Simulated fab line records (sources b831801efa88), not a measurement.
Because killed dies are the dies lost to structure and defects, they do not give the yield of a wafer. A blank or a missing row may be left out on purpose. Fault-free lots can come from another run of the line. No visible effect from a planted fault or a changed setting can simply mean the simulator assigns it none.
Problem report, 8D (eight disciplines) form, completed by code || flow sky130 || the parts of the form that need people (team, actions taken, sign-off) are left out

1. PROBLEM STATEMENT
At SKY_SD_P_IMPLANT_09, dose_ions_cm2 averages 3.076e+15 over 9 wafers from 3 lots, while fault-free wafers read 2.999e+15, standard deviation 3.1e+12. That puts it +25 standard deviations away from the usual mean.
Seen first at day 27 22:00 on implanter-04, wafer L112.1. The record has a number at this step for 42 wafers belonging to 14 lots. The rule behind "out" and "out of limits": a value lying over 4 standard deviations away from the usual mean. The rest of the wafers with a number are treated as sound.

2. WHAT IT IS; WHAT IT IS NOT
{"question": "which readings at this step", "is": "dose_ions_cm2", "is not": "-"}
{"question": "which lots", "is": "L111, L112, L113", "is not": "L106, L107, L108, L109, L122, L123, L124, L125, L126, L127, L129"}
{"question": "which wafers of those lots", "is": "all that have a number", "is not": "-"}
{"question": "read on which tools", "is": "implanter-04", "is not": "implanter-01, implanter-02"}
{"question": "when", "is": "from day 27 22:00", "is not": "up to then (12 sound wafers); but 21 sound wafers of L122, L123, L124, L125, L126, L127, L129 came after"}

3. WHAT RULES OUT EACH SUSPECT
Counting: any tool at a process step up to the reading is kept as a suspect provided that every lot that is out went through it and no sound lot did after the first of them.
- implanter-04 at SKY_SD_P_IMPLANT_09: ruled out as a lasting fault. After its first lot that is out, L112 (day 27 22:00), sound lots L122, L126, L127 ran on it.
Left after counting: nothing in the record.

4. THE CAUSE (what the simulator had put in)
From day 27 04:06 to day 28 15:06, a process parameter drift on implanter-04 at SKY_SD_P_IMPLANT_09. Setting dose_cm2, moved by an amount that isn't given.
Counting ruled it out, wrongly.

5. THE CHAIN OF EFFECTS, in route order
One row per reading whose mean, taken over the struck wafers that have a number, lies over 3 standard deviations from the usual. Scope: only readings with a usual standard deviation given in the record; hours: median across lots of the time from each lot's start at the first step in this table that gives one to its start at this step; sigmas: change in usual standard deviations.
{"hours": 0, "step": "SKY_SD_P_IMPLANT_09", "reading": "dose_ions_cm2", "usual": 2.999e+15, "on struck wafers": 3.076e+15, "change": "+7.711e+13", "sigmas": "+25"}
The process steps in it:
- SKY_SD_P_IMPLANT_09

6. HOW IT WOULD HAVE BEEN CAUGHT EARLIER
18 hours passed between the start of the fault at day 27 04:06 and the first reading out of limits in this record, taken at day 27 22:00.
